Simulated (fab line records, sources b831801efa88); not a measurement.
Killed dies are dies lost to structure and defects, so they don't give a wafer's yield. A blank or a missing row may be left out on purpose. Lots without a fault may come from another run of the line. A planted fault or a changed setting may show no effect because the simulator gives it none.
Which tool did it? | flow gf180mcu | 13 lots, 39 wafers sampled, at 5 steps of a route of 602

WHAT THE GAUGES READ, wafer by wafer
GF_M2_OVL_MEAS_15. Usual: M2_OVL 2 nm, standard deviation 5.6.
lot  | measured     | on         | M2_OVL (nm) | flag
L537 | day 19 02:41 | overlay-02 | 1 9 7       |
L538 | day 19 07:07 | overlay-01 | 10 4 10     |
L539 | day 20 00:22 | overlay-01 | 1 -5 1      |
L540 | day 20 10:43 | overlay-02 | 9 5 3       |
L541 | day 20 15:13 | overlay-01 | -1 -1 -11   |
L542 | day 21 02:39 | overlay-01 | 8 1 4       |
L544 | day 21 21:15 | overlay-02 | 0 2 2       |
L545 | day 22 09:53 | overlay-02 | 7 -1 1      |
L546 | day 22 21:31 | overlay-01 | 7 -4 -7     |
L549 | day 23 19:44 | overlay-02 | -6 6 1      |
L550 | day 23 23:46 | overlay-02 | -2 4 -2     |
L559 | day 26 20:49 | overlay-02 | 7 5 9       |
L560 | day 27 01:43 | overlay-02 | -3 -3 -10   |

GF_V2_RS_MEAS_24: measures by four-point-probe. Usual: V2_W_RS 0.328 ohm/sq, standard deviation 0.0037.
lot  | measured     | on            | V2_W_RS (ohm/sq)  | flag
L537 | day 20 05:47 | film_metro-02 | 0.327 0.321 0.325 |
L538 | day 20 09:43 | film_metro-03 | 0.325 0.326 0.323 |
L539 | day 21 02:29 | film_metro-03 | 0.324 0.322 0.322 |
L540 | day 21 13:38 | film_metro-02 | 0.326 0.329 0.333 |
L541 | day 21 17:26 | film_metro-03 | 0.326 0.328 0.331 |
L542 | day 22 04:34 | film_metro-04 | 0.327 0.326 0.329 |
L544 | day 22 22:50 | film_metro-04 | 0.328 0.331 0.327 |
L545 | day 23 11:18 | film_metro-03 | 0.328 0.330 0.323 |
L546 | day 23 22:31 | film_metro-02 | 0.328 0.324 0.326 |
L549 | day 24 20:48 | film_metro-02 | 0.336 0.328 0.336 |
L550 | day 25 01:02 | film_metro-04 | 0.320 0.329 0.327 |
L559 | day 27 18:53 | film_metro-02 | 0.332 0.333 0.331 |
L560 | day 28 00:38 | film_metro-04 | 0.315 0.315 0.325 |

GF_M3_CD_MEAS_14: target cd 280 nm. Usual: cd_nm 280.1 nm, standard deviation 1.1.
lot  | measured     | on        | cd_nm (nm)        | flag
L537 | day 21 06:43 | cd_sem-01 | 282.7 283.3 281.7 |
L538 | day 21 09:49 | cd_sem-02 | 281.4 279.4 281.2 |
L539 | day 22 02:58 | cd_sem-02 | 279.6 279.7 280.1 |
L540 | day 22 13:50 | cd_sem-01 | 279.5 278.7 279.6 |
L541 | day 22 17:19 | cd_sem-02 | 278.6 279.0 277.7 |
L542 | day 23 04:32 | cd_sem-02 | 280.0 278.7 281.1 |
L544 | day 23 22:04 | cd_sem-01 | 279.9 279.3 280.8 |
L545 | day 24 10:05 | cd_sem-02 | 281.1 281.0 280.9 |
L546 | day 24 21:30 | cd_sem-02 | 279.2 281.3 279.4 |
L549 | day 25 18:22 | cd_sem-02 | 279.3 279.6 279.8 |
L550 | day 25 22:52 | cd_sem-01 | 282.2 280.9 280.8 |
L559 | day 28 15:43 | cd_sem-01 | 280.3 279.0 280.1 |
L560 | day 28 20:22 | cd_sem-01 | 279.7 280.8 278.7 |

WHICH TOOL RAN EACH LOT (tool, then ch and the chambers of the sampled wafers, then the start)
lot  | GF_V2_SPUTTER_22             | GF_V2_CVD_23
L537 | pvd_sputter-03, day 20 05:38 | cvd_w-02 ch 0,1, day 20 05:41
L538 | pvd_sputter-04, day 20 09:31 | cvd_w-01 ch 0,1, day 20 09:35
L539 | pvd_sputter-03, day 21 02:20 | cvd_w-02 ch 0,1, day 21 02:22
L540 | pvd_sputter-03, day 21 13:27 | cvd_w-01 ch 0,1, day 21 13:29
L541 | pvd_sputter-03, day 21 17:16 | cvd_w-01 ch 0,1, day 21 17:19
L542 | pvd_sputter-02, day 22 04:23 | cvd_w-02 ch 0,1, day 22 04:26
L544 | pvd_sputter-04, day 22 22:38 | cvd_w-01 ch 0,1, day 22 22:43
L545 | pvd_sputter-03, day 23 11:09 | cvd_w-02 ch 0,1, day 23 11:11
L546 | pvd_sputter-04, day 23 22:19 | cvd_w-01 ch 0,1, day 23 22:24
L549 | pvd_sputter-02, day 24 20:38 | cvd_w-02 ch 0,1, day 24 20:40
L550 | pvd_sputter-02, day 25 00:53 | cvd_w-02 ch 0,1, day 25 00:56
L559 | pvd_sputter-02, day 27 18:43 | cvd_w-02 ch 0,1, day 27 18:46
L560 | pvd_sputter-03, day 28 00:29 | cvd_w-01 ch 0,1, day 28 00:32
- GF_V2_SPUTTER_22: material TiN, target thk 10 nm, time 40 s.
- GF_V2_CVD_23: deposits W, target thk 350 nm, time 104.94 s.

WHAT THE TOOLS THEMSELVES READ (means of the sampled wafers that have a number; where no wafer has one, the mark that the record gives instead)
GF_V2_SPUTTER_22. Usual: throttle_valve_pct 30.7 %, standard deviation 0.66.
lot  | tool           | throttle_valve_pct (%) | flag
L537 | pvd_sputter-03 | 30.8                   |
L538 | pvd_sputter-04 | 31.0                   |
L539 | pvd_sputter-03 | 31.0                   |
L540 | pvd_sputter-03 | 30.5                   |
L541 | pvd_sputter-03 | 30.7                   |
L542 | pvd_sputter-02 | 30.2                   |
L544 | pvd_sputter-04 | 31.0                   |
L545 | pvd_sputter-03 | 31.0                   |
L546 | pvd_sputter-04 | 30.6                   |
L549 | pvd_sputter-02 | 30.2                   |
L550 | pvd_sputter-02 | 30.7                   |
L559 | pvd_sputter-02 | 30.5                   |
L560 | pvd_sputter-03 | 30.5                   |

GF_V2_CVD_23. Usual: heater_power_w 827 W, standard deviation 110.
lot  | tool     | heater_power_w (W) | flag
L537 | cvd_w-02 | 785                |
L538 | cvd_w-01 | 883                |
L539 | cvd_w-02 | 792                |
L540 | cvd_w-01 | 880                |
L541 | cvd_w-01 | 928                |
L542 | cvd_w-02 | 733                |
L544 | cvd_w-01 | 930                |
L545 | cvd_w-02 | 730                |
L546 | cvd_w-01 | 942                |
L549 | cvd_w-02 | 735                |
L550 | cvd_w-02 | 735                |
L559 | cvd_w-02 | 803                |
L560 | cvd_w-01 | 938                |

THE ANSWER, worked out from the rows above alone
Rule: a lot is off if the mean of its wafers that have a number lies more than 3 standard deviations from the usual mean. A lot without any number at a reading at which 4 lots or more have one is off too. The other lots that the step has rows for count as sound. The gauges are gone through in route order, then the tools' own readings, and for those a lot's mean is taken as printed above. The first step at which some lot is off is used, and at that step the reading that is off furthest; a lot without a number counts as furthest.
No lot is off at any reading shown: from this, nothing can be told.

WHAT THE SIMULATOR HAD PUT IN
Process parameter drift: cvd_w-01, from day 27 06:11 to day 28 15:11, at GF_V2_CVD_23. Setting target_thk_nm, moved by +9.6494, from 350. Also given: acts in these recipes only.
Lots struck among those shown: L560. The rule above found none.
